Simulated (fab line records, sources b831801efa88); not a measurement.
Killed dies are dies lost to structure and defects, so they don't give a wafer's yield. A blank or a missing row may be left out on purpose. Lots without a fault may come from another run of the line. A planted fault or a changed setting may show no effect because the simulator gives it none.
Which tool did it? | flow sky130 | 7 lots, 21 wafers sampled, at 1 step of a route of 708

WHAT THE GAUGES READ, wafer by wafer
SKY_LOCAL_INTERCONNECT_RS_MEAS_01: measures by four-point-probe.
lot  | measured     | on            | LOCAL_INTERCONNECT_TIN_RS (ohm/sq)
L227 | day 29 15:17 | film_metro-03 | 14.09 14.04 14.09
L230 | day 30 11:13 | film_metro-04 | 14.07 14.09 13.99
L232 | day 31 12:08 | film_metro-03 | 14.13 13.97 14.04
L234 | day 32 03:31 | film_metro-03 | 13.84 13.91 13.98
L238 | day 33 07:26 | film_metro-03 | 14.24 14.12 14.20
L245 | day 35 10:44 | film_metro-04 | 14.14 14.25 13.95
L247 | day 36 02:03 | film_metro-03 | 14.34 14.07 14.11

WHICH TOOL RAN EACH LOT (tool, then ch and the chambers of the sampled wafers, then the start)
The record holds no process step before these readings.

THE ANSWER, worked out from the rows above alone
Rule: what is usual is taken from the lots themselves. Put in order of their means at a reading, lots are off if they are a third of the lots or fewer, leave a main group of 4 or more, and stand apart from it by a gap of 3 or more times the standard deviation of the main group's means; of several such gaps the widest counts. A main group whose means are all the same, to the digits that the tables above print for the reading, isn't used. A lot without any number at a reading at which 4 lots or more have one is off too. The other lots that the step has rows for count as sound.
No lot is off at any reading shown: from this, nothing can be told.

WHAT THE SIMULATOR HAD PUT IN
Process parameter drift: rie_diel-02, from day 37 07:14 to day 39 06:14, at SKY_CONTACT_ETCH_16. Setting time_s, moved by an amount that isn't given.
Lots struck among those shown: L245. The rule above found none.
